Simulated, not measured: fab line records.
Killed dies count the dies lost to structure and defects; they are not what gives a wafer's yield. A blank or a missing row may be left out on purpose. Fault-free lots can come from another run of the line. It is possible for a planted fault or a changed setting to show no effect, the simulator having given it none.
Problem report, 8D (eight disciplines) form, completed by code    flow gf180mcu    the parts of the form that need people (team, actions taken, sign-off) are left out

## 1. WHAT WENT WRONG
At GF_V2_CD_MEAS_14, cdNm averages 274.4 nm over 2 wafers from 2 lots, while fault-free wafers read 260.4 nm, standard deviation 1.2. That is +12 standard deviations from the usual mean.
The step: target cd 260 nm.
Seen first at day 23 22:19 on cdSem-01, wafer L243.1. At this step, 39 wafers from 13 lots have a number in the record. Rule for "out" (also "out of limits"): further than 4 standard deviations from the usual mean. Any other wafer with a number is counted as sound.

## 2. WHAT IT IS; WHAT IT IS NOT
question                     is                 is not
which readings at this step  cdNm               -
which lots                   L243, L244         L233, L234, L235, L236, L238, L240, L241, L253, L254, L255, L256
which wafers of those lots   L243.1, L244.6     L243.3, L243.4, L244.3, L244.4
read on which gauges         cdSem-01           cdSem-02
when                         from day 23 22:19  up to then (23 sound wafers); but 14 sound wafers of L244, L253, L254, L255, L256 came after

## 3. THE SUSPECTS, EACH WITH WHAT RULES IT OUT
Counting: a tool at a process step up to the reading stays a suspect if it ran every lot that is out. Sound lots after the first of them don't rule it out here, since some wafers of a struck lot are sound.
- the gauge at GF_V2_CD_MEAS_14: kept. All the wafers that are out were read on cdSem-01, and no step on other tools shows them out.
- krfScanner-02 at GF_V2_EXPOSE_11 (exposes mask Via2, target cd 260 nm): kept. Every lot that is out went through it, the first being L243 (day 23 11:10); the last sound lot it ran before that was L241 (day 22 14:00).
Left after counting: krfScanner-02 at GF_V2_EXPOSE_11, cdSem-01 at GF_V2_CD_MEAS_14.

## 4. THE CAUSE (what the simulator had put in)
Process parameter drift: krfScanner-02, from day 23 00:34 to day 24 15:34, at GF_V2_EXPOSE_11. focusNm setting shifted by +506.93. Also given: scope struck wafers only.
2 suspects survive the count, and this tool is in that group.

## 5. THE EFFECT CHAIN, in route order
Each row: a reading where the mean over the struck wafers with a number is more than 3 standard deviations away from the usual. Scope: only readings with a usual standard deviation given in the record; hours: median across lots of the time from each lot's start at the first step in this table that gives one to its start at this step; sigmas: change in usual standard deviations.
hours  step              reading  usual     on struck wafers  change  sigmas
0      GF_V2_CD_MEAS_14  cdNm     260.4 nm  274.4             +14.0   +12
Later steps that measure or inspect, where all struck wafers having a row at the step show a number for every such reading and not one has moved that far: GF_V2_OVL_MEAS_15.

## 6. HOW IT WOULD HAVE BEEN CAUGHT EARLIER
Counted from the fault's start at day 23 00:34, it took 22 hours until the first out-of-limits reading at a measuring or inspecting step in this record, taken at day 23 22:19.
No tool reading at GF_V2_EXPOSE_11 that has a usual standard deviation in the record was out on any struck wafer, so an alarm limit of 4 standard deviations on those readings would not have fired.
Each of the lots that are out, 2 in all, had begun GF_V2_EXPOSE_11 on krfScanner-02 no later than day 23 22:19. A hold on the tool at that time would have spared none of them.
